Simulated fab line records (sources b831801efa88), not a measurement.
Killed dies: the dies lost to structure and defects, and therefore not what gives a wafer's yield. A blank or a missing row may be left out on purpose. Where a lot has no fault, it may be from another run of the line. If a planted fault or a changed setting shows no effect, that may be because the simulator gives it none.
Code-filled problem report in 8D (eight disciplines) form + flow sky130 + the parts of the form that need people (team, actions taken, sign-off) are left out

1. THE ISSUE
Wafers free of any fault read 0.2298 ohm/sq (standard deviation 0.0028) for VIA4_W_RS at SKY_VIA4_RS_MEAS_19, against a mean of 0.3128 ohm/sq on 2 wafers of 2 lots. Measured from the usual mean, that is +30 standard deviations.
The step: measures by four-point-probe.
Earliest sighting: wafer L899.5 on film_metro-01 at day 46 04:13. At this step, 30 wafers from 10 lots have a number in the record. Rule for "out", or "out of limits": more than 4 standard deviations from the usual mean. The rest of the wafers with a number are treated as sound.

2. WHAT THIS IS AND IS NOT
| question                    | is                           | is not                                                                                 |
|-----------------------------|------------------------------|----------------------------------------------------------------------------------------|
| which readings at this step | VIA4_W_RS                    | -                                                                                      |
| which lots                  | L899, L900                   | L889, L890, L891, L893, L897, L901, L908, L911                                         |
| which wafers of those lots  | L899.5, L900.1               | L899.2, L899.6, L900.2, L900.6                                                         |
| read on which gauges        | film_metro-01, film_metro-04 | film_metro-03                                                                          |
| when                        | from day 46 04:13            | up to then (17 sound wafers); but 11 sound wafers of L900, L901, L908, L911 came after |

3. SUSPECTS, AND WHAT RULES EACH OUT
Counting: if a tool at a process step up to the reading ran every lot that is out, it stays a suspect. Sound lots after the first of them don't rule it out here, since some wafers of a struck lot are sound.
- ruled out: the gauge at SKY_VIA4_RS_MEAS_19. Those wafers that are out were read across 2 gauges (film_metro-01, film_metro-04).
- pvd_sputter-04 at SKY_CAPM_SPUTTER_02 (material TiN, target thk 200 nm, time 166.7 s): kept. Ran every lot that is out, first one L899 (day 40 05:25); last sound lot up to then L890 (day 36 21:52).
- cvd_w-01 at SKY_VIA4_CVD_18 (deposits W, target thk 505 nm, time 152.14 s): kept. Ran every lot that is out, first one L899 (day 46 04:03); last sound lot up to then L897 (day 45 09:26).
- Within cvd_w-01 at SKY_VIA4_CVD_18: the wafers that are out ran in chamber 0; their sound lot-mates ran in chamber 1.
Left after counting: pvd_sputter-04 at SKY_CAPM_SPUTTER_02, cvd_w-01 at SKY_VIA4_CVD_18.

4. THE CAUSE (what the simulator had put in)
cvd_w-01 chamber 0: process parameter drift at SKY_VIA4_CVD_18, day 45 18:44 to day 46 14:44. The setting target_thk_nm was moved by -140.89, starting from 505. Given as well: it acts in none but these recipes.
Of the 2 suspects that counting leaves, this tool is one.

5. THE CHAIN OF EFFECTS, in route order
Rows list readings where the struck wafers' mean (over those with a number) sits beyond 3 standard deviations from the usual. Only readings whose record carries a usual standard deviation are examined. hours: median over the lots of the time between each lot's start at the first step of this table that gives one and its start at this step. sigmas: the change, counted in usual standard deviations.
| hours | step                 | reading            | usual         | on struck wafers | change  | sigmas |
|-------|----------------------|--------------------|---------------|------------------|---------|--------|
| 0     | SKY_VIA4_RS_MEAS_19  | VIA4_W_RS          | 0.2298 ohm/sq | 0.3128           | +0.0830 | +30    |
| 0     | SKY_VIA4_THK_MEAS_20 | VIA4_W_THK         | 485 nm        | 357              | -128    | -15    |
| 0     | SKY_VIA4_CMP_21      | time_to_endpoint_s | 119 s         | 88               | -31     | -8.9   |
It contains these process steps:
- SKY_VIA4_CMP_21: polishes, stops on SiO2, t overpolish 25 s, target thk 0 nm.

6. WHAT WOULD HAVE CAUGHT IT SOONER
The first out-of-limits reading at a measuring or inspecting step in this record came at day 46 04:13, 9 hours after the fault's start at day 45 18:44.
Of the tool readings at SKY_VIA4_CVD_18 for which the record gives a usual standard deviation, none was out on any struck wafer, so an alarm limit of 4 standard deviations on them would not have fired.
Of the lots that are out (2), L900 began SKY_VIA4_CVD_18 on cvd_w-01 after day 46 04:13. Holding the tool at that time would have saved it.
